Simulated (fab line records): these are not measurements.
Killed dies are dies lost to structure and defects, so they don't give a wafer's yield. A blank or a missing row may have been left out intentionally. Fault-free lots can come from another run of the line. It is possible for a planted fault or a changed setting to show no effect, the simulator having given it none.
Matching of chambers -- flow sky130 -- SKY_POLY_GATE_ETCH_16 on rie-diel-03: 4 sister chambers
The step etches Si3N4 in CH3F/O2, stops on poly-Si, time 147.5 s, target depth 75 nm. 8 wafers are shown with their chamber, then 10 later ones without.

## WAFERS, EACH WITH ITS CHAMBER
wafer,chamber,drypump-motor-current-A (A),oes-product-au (a.u.)
L081.4,2,5.8,0.644
L084.1,1,6.3,0.646
L084.5,1,6.3,0.639
L084.6,2,5.8,0.637
L085.4,3,6.5,0.638
L085.5,0,5.2,0.640
L088.1,3,6.5,0.636
L088.2,0,5.3,0.642

## WAFERS WITHOUT THEIR CHAMBER
wafer,drypump-motor-current-A (A),oes-product-au (a.u.)
L088.3,6.3,0.636
L090.1,6.5,0.641
L090.3,6.3,0.645
L090.6,5.2,0.646
L093.1,5.3,0.641
L093.2,5.8,0.645
L093.4,6.2,0.643
L094.1,6.3,0.639
L094.4,6.5,0.646
L094.5,6.5,0.638

## EACH ONE'S CHAMBER
wafer,from the rows above,in truth
L088.3,1,1
L090.1,3,3
L090.3,1,1
L090.6,0,0
L093.1,0,0
L093.2,2,2
L093.4,1,1
L094.1,1,1
L094.4,3,3
L094.5,3,3
10 of 10 placed correctly. Number that these rows cannot place: 0. Number placed wrongly: 0.
How it was worked out, from the rows above alone: a wafer's distance from a chamber is the root of the sum, over the readings, of the square of ((its reading less the chamber's mean) divided by the reading's scatter). If the next closest chamber is less than 2 further off than the closest, the wafer can't be placed; otherwise it belongs to the closest. Each chamber's mean is taken over the wafers shown for it. The scatter is the square root of a quotient: the sum, over the shown wafers, of each reading's squared deviation from its chamber's mean, divided by wafers minus chambers.
